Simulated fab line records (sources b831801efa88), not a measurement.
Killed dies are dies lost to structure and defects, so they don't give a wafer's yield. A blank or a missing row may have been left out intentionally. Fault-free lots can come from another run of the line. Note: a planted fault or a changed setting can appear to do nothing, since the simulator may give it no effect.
Problem report, 8D (eight disciplines) form, completed by code / flow sfqLine / the parts of the form that need people (team, actions taken, sign-off) are left out

## 1. THE ISSUE
Mean M6_NB_RS at SFQ_M6_RS_MEAS_938: 0.633 ohm/sq over 6 wafers in 2 lots; fault-free wafers: 0.892 ohm/sq, standard deviation 0.0073. That puts it -36 standard deviations away from the usual mean.
The step: measures by four-point-probe.
Seen first at day 73 07:56 on filmMetro-04, wafer L812.2. Wafers with a number at this step in the record: 42, from 14 lots. The rule behind "out" and "out of limits": a value lying over 4 standard deviations away from the usual mean. Any other wafer with a number is counted as sound.

## 2. WHAT IT IS; WHAT IT IS NOT
question=which readings at this step | is=M6_NB_RS | is not=-
question=which lots | is=L812, L813 | is not=L793, L794, L796, L799, L800, L801, L802, L803, L804, L808, L810, L814
question=which wafers of those lots | is=all that have a number | is not=-
question=read on which gauges | is=filmMetro-02, filmMetro-04 | is not=filmMetro-01
question=when | is=from day 73 07:56 | is not=up to then (33 sound wafers); but 3 sound wafers of L814 came after

## 3. THE SUSPECTS, EACH WITH WHAT RULES IT OUT
Counting: a tool at a process step up to the reading stays a suspect if it ran every lot that is out and no sound lot after the first of them.
- the gauge at SFQ_M6_RS_MEAS_938 has been ruled out. The wafers that are out were read on 2 gauges (filmMetro-02, filmMetro-04).
- rieDiel-02 at SFQ_TRILAYER_I5_ETCH_VIA_ETCH_147 (etches the open film in CHF3, stops on Nb, target depth 360 nm): kept. It processed each lot that is out, first L812 at day 68 18:05, and no sound lot thereafter; up to then, the last sound lot it processed was L810 at day 67 16:31.
- pvdSputter-06 at SFQ_TRILAYER_M6_DEP_SPUTTER_157 (material Nb, target thk 200 nm, time 133.3 s): kept. It processed each lot that is out, first L812 at day 73 07:49, and no sound lot thereafter; up to then, the last sound lot it processed was L808 at day 71 23:17.
After counting, rieDiel-02 at SFQ_TRILAYER_I5_ETCH_VIA_ETCH_147 and pvdSputter-06 at SFQ_TRILAYER_M6_DEP_SPUTTER_157 remain.

## 4. THE CAUSE (what the simulator had put in)
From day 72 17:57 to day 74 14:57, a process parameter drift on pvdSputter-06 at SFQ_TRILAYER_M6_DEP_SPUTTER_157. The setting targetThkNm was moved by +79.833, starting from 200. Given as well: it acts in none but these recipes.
After counting, 2 suspects remain, this tool included.

## 5. THE EFFECT CHAIN, in route order
Each row: a reading where the mean over the struck wafers with a number is more than 3 standard deviations away from the usual. Only readings whose record carries a usual standard deviation are examined. hours: median over the lots of the time between each lot's start at the first step of this table that gives one and its start at this step. sigmas: the change, counted in usual standard deviations.
hours=0; step=SFQ_M6_RS_MEAS_938; reading=M6_NB_RS; usual=0.892 ohm/sq; on struck wafers=0.633; change=-0.259; sigmas=-36
hours=109; step=SFQ_TRILAYER_M6_ETCH_METAL_ETCH_162; reading=oesProductAu; usual=0.893 a.u.; on struck wafers=0.997; change=+0.104; sigmas=+17
Process steps it contains:
- SFQ_TRILAYER_M6_ETCH_METAL_ETCH_162: etches Nb in Cl2/Ar, stops on SiO2, target depth 240 nm, time 120 s.

## 6. HOW IT WOULD HAVE BEEN CAUGHT EARLIER
Counted from the fault's start at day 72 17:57, it took 14 hours until the first out-of-limits reading at a measuring or inspecting step in this record, taken at day 73 07:56.
Tool readings at SFQ_TRILAYER_M6_DEP_SPUTTER_157 with a usual standard deviation given in the record: none out on any struck wafer, hence no alarm at a limit of 4 standard deviations on them.
Among the 2 lots that are out, L813 began SFQ_TRILAYER_M6_DEP_SPUTTER_157 on pvdSputter-06 after day 73 07:56. Putting the tool on hold at that point would have spared it.
